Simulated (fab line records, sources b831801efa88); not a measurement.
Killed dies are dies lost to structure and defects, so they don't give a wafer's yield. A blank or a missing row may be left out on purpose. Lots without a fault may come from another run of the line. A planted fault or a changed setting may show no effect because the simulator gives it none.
A struck lot beside a sound one | flow sky130 | 22 steps out of a route of 708
Sound: wafers L726.1, L726.3, L726.6. Struck: wafers L722.1, L722.4, L722.5. The cause comes at the end.
At each step with rows: each side's tool, then ch and its chambers, then its first start. Under that, the readings that differ: sound wafers | struck wafers | difference of the means | sigmas: that difference in standard deviations of wafers without a fault.
alike: readings whose means differ by less than 2 such deviations, and words and numbers that are the same on both sides. not compared: withheld readings, readings that some wafer has no value for, bounds like >300 that may hide the same value, and numbers for which the record gives no deviation and whose values overlap.
The two part at a step that has a row with sigmas, a row that says differs or no value, or rows on one side only. Numbers that don't overlap but have no deviation are shown without sigmas and don't part them. A reading that every wafer of one side lacks parts them only if that side has two wafers or more.

SKY_SONOS_ONO_CD_MEAS_13: target cd 410 nm.
  sound on cd_sem-02, day 18 20:51; struck on cd_sem-02, day 17 10:23
  alike: cd_nm
SKY_SONOS_ONO_OVL_MEAS_14:
  sound on overlay-01, day 18 20:58; struck on overlay-02, day 17 10:30
  alike: SONOS_ONO_OVL
SKY_SONOS_ONO_ETCH_15: etches the open film in CHF3/O2, target depth 19.52 nm, time 7.8 s.
  sound on rie_diel-01 ch 1,2, day 18 21:00; struck on rie_diel-02 ch 0,1,2, day 17 10:32
  alike: drypump_motor_current_A, oes_product_au, throttle_valve_pct
  not compared: rf_hours_counter_h
then, 1 step without rows for these wafers: SKY_SONOS_ONO_WET_ETCH_16 (etches SiO2 in dHF, target depth 14 nm, time 280 s).
SKY_SONOS_ONO_STRIP_17: strips in O2/N2.
  sound on plasma_asher-03 ch 0,1, day 18 21:07; struck on plasma_asher-04 ch 0,1, day 17 10:39
  alike: drypump_motor_current_A, oes_product_au, strip_time_to_endpoint_s
  not compared: rf_hours_counter_h
then, 3 steps without rows for these wafers: SKY_SONOS_ONO_WET_ETCH_18 (etches Si3N4 in H3PO4, target depth 15 nm, time 172 s); SKY_GATE_OXIDE_CLEAN_00 (cleans in SC1/SC2, time 150 s); SKY_GATE_OXIDE_OXIDATION_01 (stabilise 600 s, purge 300 s, target thk 10.268 nm).
SKY_GATE_OXIDE_THK_MEAS_02:
  sound on film_metro-02, day 19 02:16; struck on film_metro-03, day 17 13:25
  alike: GATE_OXIDE_OXIDATION_00_THK
then, 3 steps without rows for these wafers: SKY_GATE_OXIDE_DEHYDRATE_03 (time 60 s); SKY_GATE_OXIDE_HMDS_04 (prime time 60 s); SKY_GATE_OXIDE_COAT_05 (resist thk 1140 nm).
SKY_GATE_OXIDE_SOFTBAKE_06: time 60 s.
  sound on litho_track-03 ch 0, day 19 17:27; struck on litho_track-04 ch 0, day 18 03:25
  reading                                         | sound             | struck            | difference | sigmas
  heater_power_total_W (W)                        | 56.61 56.59 56.59 | 65.03 65.11 65.07 | +8.47      | +99 or more
  plate_temp_C (C)                                | 89.90 89.94 89.93 | 99.49 99.53 99.58 | +9.61      | +80
  model.NOVOLAK_of_GATE_OXIDE_COAT_05.thk_nm (nm) | 1138 1141 1139    | 1102 1105 1108    | -34        |
then, 2 steps without rows for these wafers: SKY_GATE_OXIDE_EXPOSE_07 (exposes mask LVOM, target cd 600 nm); SKY_GATE_OXIDE_PEB_08.
SKY_GATE_OXIDE_DEVELOP_09: develop time 60 s.
  sound on litho_track-03 ch 0, day 20 08:51; struck on litho_track-04 ch 0, day 18 18:46
  reading                                         | sound          | struck         | difference | sigmas
  model.NOVOLAK_of_GATE_OXIDE_COAT_05.thk_nm (nm) | 1138 1140 1138 | 1101 1105 1108 | -34        |
SKY_GATE_OXIDE_OVL_MEAS_10:
  sound on overlay-01, day 20 09:00; struck on overlay-01, day 18 18:55
  alike: GATE_OXIDE_OVL
then, 2 steps without rows for these wafers: SKY_GATE_OXIDE_IMPLANT_11; SKY_GATE_OXIDE_WET_ETCH_12 (etches SiO2 in dHF, target depth 16.8 nm, time 336 s).
SKY_GATE_OXIDE_STRIP_13: strips in O2/N2.
  sound on plasma_asher-04 ch 0,1, day 20 09:17; struck on plasma_asher-02 ch 1, day 18 19:13
  reading                      | sound             | struck            | difference | sigmas
  drypump_motor_current_A (A)  | 5.7 5.3 5.7       | 6.2 6.2 6.2       | +0.6       | +2
  strip_time_to_endpoint_s (s) | 14.16 14.19 14.14 | 13.73 13.77 13.82 | -0.39      | -11
  alike: oes_product_au
  not compared: rf_hours_counter_h
SKY_GATE_OXIDE_TW_MEAS_14:
  sound on film_metro-04, day 20 09:23; struck on film_metro-03, day 18 19:19
  alike: GATE_OXIDE_TW
-- the record jumps here: 31 days lie between the struck wafers' starts before and after (it left off in module GATE_OXIDE and takes up again in module PAD_OPEN, whose first step shown is number 708 of the route) --
SKY_PAD_OPEN_PROBE_99:
  the record has rows for the struck wafers here (prober-01, day 49 15:31) and none for the sound ones

WHERE THEY PART
First at SKY_GATE_OXIDE_SOFTBAKE_06; last, within this record, at SKY_PAD_OPEN_PROBE_99.

WHY: what the simulator had put in
Process parameter drift: litho_track-04, from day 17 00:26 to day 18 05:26, at SKY_GATE_OXIDE_SOFTBAKE_06. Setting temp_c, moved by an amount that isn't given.
